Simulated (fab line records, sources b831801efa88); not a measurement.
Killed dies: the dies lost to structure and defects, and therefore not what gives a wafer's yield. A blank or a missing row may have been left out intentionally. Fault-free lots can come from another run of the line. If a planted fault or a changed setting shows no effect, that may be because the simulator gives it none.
fab line records	flow sky130
record lots=6	wafers=18	last_day=49
route steps=708 shown VT_ADJUST_NCORE@128 VT_ADJUST_HVTR@131 VT_ADJUST_PCH@143 PAD_OPEN@708
lots with no fault: from the same line, run without faults
start_h: hours from the record's first day to the start of the lot's first wafer shown	wait_h: how many hours have passed since the lot's step before this one	" the same as in the row above	L1.1+2: a single row standing in for several wafers	- value missing, or start not given	* or withheld: withheld	< > ~ a bound
route shown NAME@n: NAME is a module with steps in the file, n the number in the route of the first one	usual: the fault-free wafers' mean and standard deviation	same: alike in all rows	chamber/n: place in a boat	sites: per-site readings	_std_site: their standard deviation	_edge_site: mean of outer sites minus mean of inner sites	radius_mm: for every site, how far away it sits from the centre of the wafer	mask NAME#n: copy n	behind: the most recent tool/chamber to have shaped the wafer	hold: why the lot was held/for how many hours/how that ended	device: whichever transistor did not switch (one of n, p or np)	end of line: the tests these same wafers got at the end of their route	for a step that has no rows: nothing shown but its recipe	killed: not the wafer's yield, but the dies lost to structure and defects at the first sort	map: the dies of a wafer, with x for killed, . for not killed, _ for no die there
set.NAME: the setting the step ran with; set.NAME@STEP: the setting that earlier step ran with	model.NAME: the simulator's own value behind a step, which no gauge read
lots at selected steps of the route; one table per step, one row per wafer
services: when a tool's chamber went out of use (start_h, in hours from the record's first day, below 0 if earlier), for how many hours, and the reason
## steps
# step SKY_VT_ADJUST_NCORE_IMPLANT_09
# recipe species=B	energy_kev=10	dose_cm2=2.4e+12	tilt_deg=withheld
# step SKY_VT_ADJUST_NCORE_STRIP_10
# recipe chemistry=O2/N2	power_w=1400	pressure_mtorr=1500	platen_temp_c=withheld	o2_flow_sccm=3000	n2_flow_sccm=300	overash_fraction=0.5
# usual drypump_motor_current_A=5.68/0.18	oes_product_au=0.715/0.0044	strip_time_to_endpoint_s=14.18/0.038
lot.wafer	tool	chamber	start_h	wait_h	drypump_motor_current_A	oes_product_au	rf_hours_counter_h	strip_time_to_endpoint_s
L999.4	plasma_asher-02	0	203.41	0.1	5.65	0.712	-	14.18
L999.5	"	0	"	"	5.65	0.706	-	14.15
L999.6	"	1	"	"	5.63	0.715	-	14.17
L104.3	plasma_asher-02	0	231.52	0.1	5.66	0.711	-	14.26
L104.4	"	1	"	"	5.63	0.715	-	14.27
L104.6	"	0	"	"	5.64	0.719	-	14.23
L106.2	plasma_asher-01	0	248.14	0.1	5.94	0.718	56	14.14
L106.4	"	0	"	"	5.95	0.719	-	14.17
L106.6	"	1	"	"	5.45	0.709	-	14.17
L110.2	plasma_asher-01	0	277.32	0.1	5.95	0.720	58	14.17
L110.3	"	0	"	"	5.94	0.717	-	14.16
L110.5	"	0	"	"	5.93	0.716	-	14.19
L112.3	plasma_asher-01	0	295.87	0.1	5.94	0.720	-	14.12
L112.4	"	1	"	"	5.44	0.716	-	14.17
L112.5	"	0	"	"	5.94	0.713	-	14.14
L118.2	plasma_asher-01	0	336.22	0.1	5.94	0.712	63	14.24
L118.4	"	0	"	"	5.96	0.718	-	14.24
L118.6	"	1	"	"	5.45	0.722	-	14.24
# step SKY_VT_ADJUST_NCORE_TW_MEAS_11
# usual VT_ADJUST_NCORE_TW=219.2/2
lot.wafer	tool	chamber	start_h	wait_h	VT_ADJUST_NCORE_TW
L999.4	film_metro-04	-	203.50	0.1	220.9
L999.5	"	-	"	"	222.2
L999.6	"	-	"	"	221.2
L104.3	film_metro-03	-	231.63	0.1	219.9
L104.4	"	-	"	"	218.3
L104.6	"	-	"	"	218.7
L106.2	film_metro-04	-	248.25	0.1	221.5
L106.4	"	-	"	"	221.4
L106.6	"	-	"	"	220.7
L110.2	film_metro-03	-	277.43	0.1	218.5
L110.3	"	-	"	"	220.4
L110.5	"	-	"	"	219.6
L112.3	film_metro-04	-	295.96	0.1	220.0
L112.4	"	-	"	"	219.5
L112.5	"	-	"	"	220.9
L118.2	film_metro-04	-	336.33	0.1	221.8
L118.4	"	-	"	"	221.6
L118.6	"	-	"	"	221.1
# step SKY_VT_ADJUST_HVTR_DEHYDRATE_00
# recipe temp_c=200	time_s=60
# step SKY_VT_ADJUST_HVTR_HMDS_01
# recipe prime_time_s=60	prime_temp_c=120
# step SKY_VT_ADJUST_HVTR_COAT_02
# recipe resist=NOVOLAK	spin_rpm=3000	resist_thk_nm=1140
# step SKY_VT_ADJUST_HVTR_SOFTBAKE_03
# recipe temp_c=90	time_s=60	resist=NOVOLAK
# step SKY_VT_ADJUST_HVTR_EXPOSE_04
# recipe mask_id=HVTRM	target_cd_nm=380	na=0.6	source_shape=conventional	sigma_outer=0.6	dose_mj=150
# step SKY_VT_ADJUST_HVTR_PEB_05
# recipe temp_c=withheld	time_s=*	resist=NOVOLAK
# step SKY_VT_ADJUST_HVTR_DEVELOP_06
# recipe develop_time_s=60	dev_temp_c=23
# step SKY_VT_ADJUST_HVTR_CD_MEAS_07
# recipe target_cd_nm=380
# usual cd_nm=381/3.1
lot.wafer	tool	chamber	start_h	wait_h	cd_nm
L999.4	cd_sem-01	-	225.68	0.1	377
L999.5	"	-	"	"	377
L999.6	"	-	"	"	378
L104.3	cd_sem-02	-	254.27	0.1	377
L104.4	"	-	"	"	378
L104.6	"	-	"	"	379
L106.2	cd_sem-02	-	271.89	0.1	383
L106.4	"	-	"	"	382
L106.6	"	-	"	"	381
L110.2	cd_sem-01	-	302.39	0.1	380
L110.3	"	-	"	"	379
L110.5	"	-	"	"	377
L112.3	cd_sem-02	-	321.17	0.1	386
L112.4	"	-	"	"	383
L112.5	"	-	"	"	384
L118.2	cd_sem-02	-	364.05	0.1	382
L118.4	"	-	"	"	381
L118.6	"	-	"	"	380
# step SKY_VT_ADJUST_HVTR_OVL_MEAS_08
# usual VT_ADJUST_HVTR_OVL=-0.3/1.3
lot.wafer	tool	chamber	start_h	wait_h	VT_ADJUST_HVTR_OVL[nm]
L999.4	overlay-01	-	225.75	0.1	-0.4
L999.5	"	-	"	"	-1.6
L999.6	"	-	"	"	-0.3
L104.3	overlay-01	-	254.36	0.1	0.3
L104.4	"	-	"	"	0.5
L104.6	"	-	"	"	1.8
L106.2	overlay-01	-	271.99	0.1	-0.9
L106.4	"	-	"	"	-1.2
L106.6	"	-	"	"	-1.2
L110.2	overlay-02	-	302.49	0.1	-0.8
L110.3	"	-	"	"	-1.7
L110.5	"	-	"	"	-1.9
L112.3	overlay-01	-	321.26	0.1	-0.6
L112.4	"	-	"	"	-0.7
L112.5	"	-	"	"	0.3
L118.2	overlay-02	-	364.16	0.1	0.0
L118.4	"	-	"	"	0.9
L118.6	"	-	"	"	-0.4
# step SKY_VT_ADJUST_HVTR_IMPLANT_09
# recipe species=B	energy_kev=10	dose_cm2=2.1e+12	tilt_deg=withheld
# usual beam_on_s=9.99/0.2	end_station_pressure_torr=5.01e-06/2.3e-07	faraday_current_uA=11.85/0.23
lot.wafer	tool	chamber	start_h	wait_h	beam_on_s	end_station_pressure_torr	faraday_current_uA
L999.4	implanter-03	0	225.85	0.1	9.84	4.96e-06	12.07
L999.5	"	0	"	"	10.33	5.25e-06	11.46
L999.6	"	0	"	"	9.97	5.23e-06	11.85
L104.3	implanter-04	0	254.44	0.1	10.08	5.21e-06	11.72
L104.4	"	0	"	"	10.07	5.06e-06	11.77
L104.6	"	0	"	"	10.03	4.7e-06	11.79
L106.2	implanter-01	0	272.05	0.0	10.25	4.74e-06	11.53
L106.4	"	0	"	"	10.13	5.08e-06	11.66
L106.6	"	0	"	"	10.28	4.96e-06	11.52
L110.2	implanter-01	0	302.55	0.0	10.69	6.071e-05	10.71
L110.3	"	0	"	"	10.92	5.851e-05	10.40
L110.5	"	0	"	"	11.07	6.137e-05	10.28
L112.3	implanter-01	0	321.34	0.1	10.91	5.958e-05	10.47
L112.4	"	0	"	"	10.57	5.923e-05	10.75
L112.5	"	0	"	"	10.70	5.971e-05	10.71
L118.2	implanter-03	0	364.21	0.0	9.84	4.85e-06	12.03
L118.4	"	0	"	"	10.00	4.68e-06	11.84
L118.6	"	0	"	"	10.05	5.43e-06	11.78
# step SKY_VT_ADJUST_HVTR_STRIP_10
# recipe chemistry=O2/N2	power_w=1400	pressure_mtorr=1500	platen_temp_c=withheld	o2_flow_sccm=3000	n2_flow_sccm=300	overash_fraction=0.5
# usual drypump_motor_current_A=5.57/0.28	oes_product_au=0.715/0.0046	strip_time_to_endpoint_s=14.20/0.051
lot.wafer	tool	chamber	start_h	wait_h	drypump_motor_current_A	oes_product_au	rf_hours_counter_h	strip_time_to_endpoint_s
L999.4	plasma_asher-01	1	225.96	0.1	5.47	0.721	-	14.22
L999.5	"	0	"	"	5.95	0.717	-	14.24
L999.6	"	1	"	"	5.46	0.726	-	14.24
L104.3	plasma_asher-02	1	254.57	0.1	5.62	0.720	-	14.24
L104.4	"	0	"	"	5.65	0.713	-	14.23
L104.6	"	0	"	"	5.66	0.713	-	14.25
L106.2	plasma_asher-02	1	272.17	0.1	5.63	0.712	15	14.11
L106.4	"	0	"	"	5.67	0.714	-	14.12
L106.6	"	0	"	"	5.67	0.714	-	14.12
L110.2	plasma_asher-02	0	302.67	0.1	5.66	0.712	18	14.13
L110.3	"	1	"	"	5.62	0.716	-	14.13
L110.5	"	0	"	"	5.67	0.712	-	14.15
L112.3	plasma_asher-04	1	321.47	0.1	4.91	0.713	-	14.11
L112.4	"	0	"	"	5.43	0.714	-	14.17
L112.5	"	1	"	"	4.91	0.715	-	14.10
L118.2	plasma_asher-02	1	364.34	0.1	5.63	0.712	25	14.19
L118.4	"	0	"	"	5.66	0.718	-	14.20
L118.6	"	0	"	"	5.66	0.713	-	14.21
# step SKY_VT_ADJUST_HVTR_TW_MEAS_11
# usual VT_ADJUST_HVTR_TW=209.6/2.5
lot.wafer	tool	chamber	start_h	wait_h	hold	VT_ADJUST_HVTR_TW
L999.4	film_metro-04	-	226.05	0.1	-	214.9
L999.5	"	-	"	"	-	214.8
L999.6	"	-	"	"	-	214.6
L104.3	film_metro-02	-	254.66	0.1	-	209.1
L104.4	"	-	"	"	-	209.4
L104.6	"	-	"	"	-	208.6
L106.2	film_metro-01	-	272.28	0.1	-	209.0
L106.4	"	-	"	"	-	207.8
L106.6	"	-	"	"	-	208.5
L110.2	film_metro-01	-	302.78	0.1	-	214.1
L110.3	"	-	"	"	-	212.2
L110.5	"	-	"	"	-	212.2
L112.3	film_metro-04	-	321.56	0.1	await_dispo/0.2h/release	218.6
L112.4	"	-	"	"	await_dispo/0.2h/release	219.4
L112.5	"	-	"	"	await_dispo/0.2h/release	217.9
L112.3	film_metro-04	-	321.78	0.2	-	219.6
L112.4	"	-	"	"	-	218.4
L112.5	"	-	"	"	-	217.7
L118.2	film_metro-04	-	364.45	0.1	-	215.9
L118.4	"	-	"	"	-	215.3
L118.6	"	-	"	"	-	215.9
# step SKY_VT_ADJUST_PCH_DEHYDRATE_00
# recipe temp_c=200	time_s=60
# step SKY_PAD_OPEN_PROBE_99
# usual killed_at_M0_to_M3=44/7.2	killed_at_M4_up=3.0/1.9	killed_at_contacts=25/4.8	killed_at_front_end=16/4.2	killed_at_other=0.2/0.44	killed_dies=88/9.3	killed_on_rim=17/3.6	killed_open=48/7.1	killed_short=40/6.5
# same gross_dies=492	killed_at_back_side=0
lot.wafer	tool	chamber	start_h	wait_h	killed_at_M0_to_M3	killed_at_M4_up	killed_at_contacts	killed_at_front_end	killed_at_other	killed_dies	killed_on_rim	killed_open	killed_short	model.etest.pfet_01v8_mvt.vt_sat_v
L999.4	prober-01	-	1086.81	0.2	35	1	21	10	1	68	14	40	28	-0.5943
L999.5	prober-01	-	1086.86	0.2	21	3	29	19	0	72	16	38	34	-0.5682
L999.6	prober-01	-	1086.91	0.2	49	3	34	19	0	105	19	55	50	-0.5859
L104.3	prober-02	-	1118.81	0.2	57	5	36	12	1	111	22	57	54	-0.586
L104.4	prober-02	-	1118.86	0.2	33	1	20	14	0	68	13	40	28	-0.5719
L104.6	prober-02	-	1118.96	0.2	47	4	23	11	0	85	15	50	35	-0.5709
L106.2	prober-02	-	1133.54	0.1	41	3	27	12	0	83	14	49	34	-0.5296
L106.4	prober-02	-	1133.64	0.2	40	7	30	24	0	101	19	47	54	-0.5355
L106.6	prober-02	-	1133.74	0.2	40	2	27	18	0	87	17	48	39	-0.5405
L110.2	prober-02	-	1153.54	0.1	49	1	30	18	2	100	20	51	49	-0.5423
L110.3	prober-02	-	1153.59	0.2	31	3	25	21	1	81	14	44	37	-0.5515
L110.5	prober-02	-	1153.69	0.2	45	3	27	20	0	95	19	61	34	-0.551
L112.3	prober-02	-	1166.25	0.2	50	4	21	15	0	90	22	49	41	-0.5265
L112.4	prober-02	-	1166.30	0.2	35	3	29	21	1	89	13	50	39	-0.5526
L112.5	prober-02	-	1166.35	0.2	40	1	27	12	0	80	11	42	38	-0.536
L118.2	prober-01	-	1187.38	0.1	37	5	24	11	0	77	20	42	35	-0.5221
L118.4	prober-01	-	1187.48	0.2	46	9	16	13	0	84	17	44	40	-0.5168
L118.6	prober-01	-	1187.58	0.2	43	1	23	20	0	87	16	47	40	-0.5329
# killed by level:class
L999.4 CONTACT:geometric_particle:open=9 VIA1:geometric_particle:open=7 METAL2:geometric_particle:short=7 CONTACT:geometric_particle:short=6 VIA2:geometric_particle:open=6 VIA3:geometric_particle:open=4 POLY_GATE:geometric_particle:open=3 METAL1:geometric_particle:short=3
L999.5 CONTACT:geometric_particle:open=10 LI_CONTACT:geometric_particle:open=8 LOCAL_INTERCONNECT:geometric_particle:short=6 FIELD_ISO:geometric_particle:short=5 POLY_GATE:geometric_particle:short=5 POLY_CUT:geometric_particle:open=4 METAL2:geometric_particle:short=4 FIELD_ISO:geometric_particle:open=3
L999.6 CONTACT:geometric_particle:open=11 VIA1:geometric_particle:open=10 CONTACT:geometric_particle:short=9 METAL2:geometric_particle:short=8 LI_CONTACT:geometric_particle:open=6 VIA3:geometric_particle:open=6 VIA2:geometric_particle:short=5 VIA2:geometric_particle:open=5
L104.3 VIA1:geometric_particle:open=15 METAL2:geometric_particle:short=11 CONTACT:geometric_particle:open=11 LI_CONTACT:geometric_particle:open=10 VIA2:geometric_particle:open=7 LOCAL_INTERCONNECT:geometric_particle:short=6 FIELD_ISO:geometric_particle:short=5 CONTACT:geometric_particle:short=5
L104.4 VIA1:geometric_particle:open=10 CONTACT:geometric_particle:open=9 FIELD_ISO:geometric_particle:open=6 VIA1:geometric_particle:short=5 VIA2:geometric_particle:open=5 LI_CONTACT:geometric_particle:short=4 METAL2:geometric_particle:short=4 LI_CONTACT:geometric_particle:open=3
L104.6 VIA1:geometric_particle:open=13 VIA3:geometric_particle:open=11 METAL1:geometric_particle:short=8 CONTACT:geometric_particle:open=7 CONTACT:geometric_particle:short=5 VIA2:geometric_particle:open=5 LI_CONTACT:geometric_particle:short=4 LI_CONTACT:geometric_particle:open=4
L106.2 CONTACT:geometric_particle:open=9 LI_CONTACT:geometric_particle:open=9 VIA1:geometric_particle:open=7 VIA3:geometric_particle:open=7 METAL1:geometric_particle:short=6 VIA2:geometric_particle:open=6 LOCAL_INTERCONNECT:geometric_particle:short=4 CONTACT:geometric_particle:short=4
L106.4 METAL2:geometric_particle:short=11 LI_CONTACT:geometric_particle:open=9 VIA3:geometric_particle:open=8 FIELD_ISO:geometric_particle:open=6 LI_CONTACT:geometric_particle:short=6 CONTACT:geometric_particle:open=6 FIELD_ISO:geometric_particle:short=5 CONTACT:geometric_particle:short=5
L106.6 CONTACT:geometric_particle:open=12 VIA1:geometric_particle:short=8 VIA3:geometric_particle:open=8 FIELD_ISO:geometric_particle:open=7 CONTACT:geometric_particle:short=7 VIA1:geometric_particle:open=7 LI_CONTACT:geometric_particle:open=6 FIELD_ISO:geometric_particle:short=4
L110.2 VIA1:geometric_particle:open=12 CONTACT:geometric_particle:open=12 POLY_GATE:geometric_particle:short=7 METAL2:geometric_particle:short=7 VIA1:geometric_particle:short=7 VIA2:geometric_particle:open=7 LOCAL_INTERCONNECT:geometric_particle:short=6 VIA3:geometric_particle:open=6
L110.3 CONTACT:geometric_particle:open=10 METAL2:geometric_particle:short=9 VIA1:geometric_particle:open=9 FIELD_ISO:geometric_particle:open=8 LI_CONTACT:geometric_particle:open=5 FIELD_ISO:geometric_particle:short=4 LOCAL_INTERCONNECT:geometric_particle:short=4 POLY_GATE:geometric_particle:short=3
L110.5 LI_CONTACT:geometric_particle:open=12 VIA2:geometric_particle:open=11 VIA1:geometric_particle:open=10 POLY_GATE:geometric_particle:open=7 METAL1:geometric_particle:short=5 VIA1:geometric_particle:short=5 FIELD_ISO:geometric_particle:short=4 METAL2:geometric_particle:short=4
L112.3 VIA1:geometric_particle:open=10 METAL1:geometric_particle:short=8 CONTACT:geometric_particle:open=8 FIELD_ISO:geometric_particle:open=6 VIA2:geometric_particle:open=6 LOCAL_INTERCONNECT:geometric_particle:short=6 VIA1:geometric_particle:short=5 VIA2:geometric_particle:short=5
L112.4 LI_CONTACT:geometric_particle:open=10 CONTACT:geometric_particle:open=8 FIELD_ISO:geometric_particle:open=7 VIA1:geometric_particle:open=7 FIELD_ISO:geometric_particle:short=6 VIA2:geometric_particle:open=6 CONTACT:geometric_particle:short=5 METAL1:geometric_particle:short=4
L112.5 VIA1:geometric_particle:open=12 CONTACT:geometric_particle:open=10 CONTACT:geometric_particle:short=7 METAL2:geometric_particle:short=5 METAL1:geometric_particle:short=5 VIA1:geometric_particle:short=5 VIA3:geometric_particle:open=5 FIELD_ISO:geometric_particle:short=4
L118.2 CONTACT:geometric_particle:open=11 VIA1:geometric_particle:open=8 VIA2:geometric_particle:open=6 METAL2:geometric_particle:short=6 METAL3:geometric_particle:short=6 LI_CONTACT:geometric_particle:open=4 LOCAL_INTERCONNECT:geometric_particle:short=4 METAL1:geometric_particle:short=4
L118.4 VIA1:geometric_particle:open=12 VIA1:geometric_particle:short=9 VIA2:geometric_particle:open=7 METAL4:geometric_particle:short=7 FIELD_ISO:geometric_particle:open=5 CONTACT:geometric_particle:short=5 METAL1:geometric_particle:short=4 CONTACT:geometric_particle:open=4
L118.6 METAL2:geometric_particle:short=10 FIELD_ISO:geometric_particle:open=9 LI_CONTACT:geometric_particle:open=8 CONTACT:geometric_particle:open=8 VIA3:geometric_particle:open=7 FIELD_ISO:geometric_particle:short=6 METAL1:geometric_particle:short=6 VIA2:geometric_particle:open=4
## services
tool	chamber	start_h	hours	kind
implanter-04	-	185.53	2.8	pm
implanter-01	-	190.04	9.4	repair
implanter-04	-	222.41	1.9	repair
implanter-03	-	248.41	5.0	pm
implanter-04	-	250.68	0.5	repair
plasma_asher-04	-	263.05	0.7	repair
plasma_asher-01	-	268.44	2.8	pm
implanter-01	-	278.97	2.2	repair
implanter-04	-	280.62	6.1	repair
plasma_asher-01	-	298.93	6.8	repair
implanter-04	-	302.75	0.8	repair
implanter-04	-	326.58	2.3	repair
plasma_asher-01	-	357.99	0.5	repair
## key
first_sign step=SKY_VT_ADJUST_HVTR_IMPLANT_09	reading=end_station_pressure_torr	direction=up	sigmas=99+	usual=5.01e-06	struck=5.985e-05
effect step=SKY_VT_ADJUST_HVTR_IMPLANT_09	reading=faraday_current_uA	direction=down	sigmas=5.6	usual=11.85	struck=10.55
effect step=SKY_VT_ADJUST_HVTR_TW_MEAS_11	reading=visit	direction=added
model_effect step=SKY_PAD_OPEN_PROBE_99	value=etest.pfet_01v8_mvt.vt_sat_v	without=-0.5715	struck=-0.5433
met_at SKY_VT_ADJUST_HVTR_IMPLANT_09
struck_wafers L110.2,L110.3,L110.5,L112.3,L112.4,L112.5
tester_left_out L110,L112
onset_between 272.05 302.55
fault kind=process_parameter_drift	tool=implanter-01	chamber=-	onset_h=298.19	steps=SKY_VT_ADJUST_HVTR_IMPLANT_09	channel=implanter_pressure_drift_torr	offset=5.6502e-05	shape=step	end_h=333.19
fault kind=process_parameter_drift	tool=implanter-01	chamber=-	onset_h=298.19	steps=SKY_VT_ADJUST_HVTR_IMPLANT_09	channel=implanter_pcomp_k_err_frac	offset=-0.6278	shape=step	end_h=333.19
# tester_left_out: of these lots the tester's yield and bins aren't shown, on N5 and GAA mostly nor the transistor test; their killed dies are dies lost to structure and defects alone, not to doping, threshold or leakage, so they don't give the yield
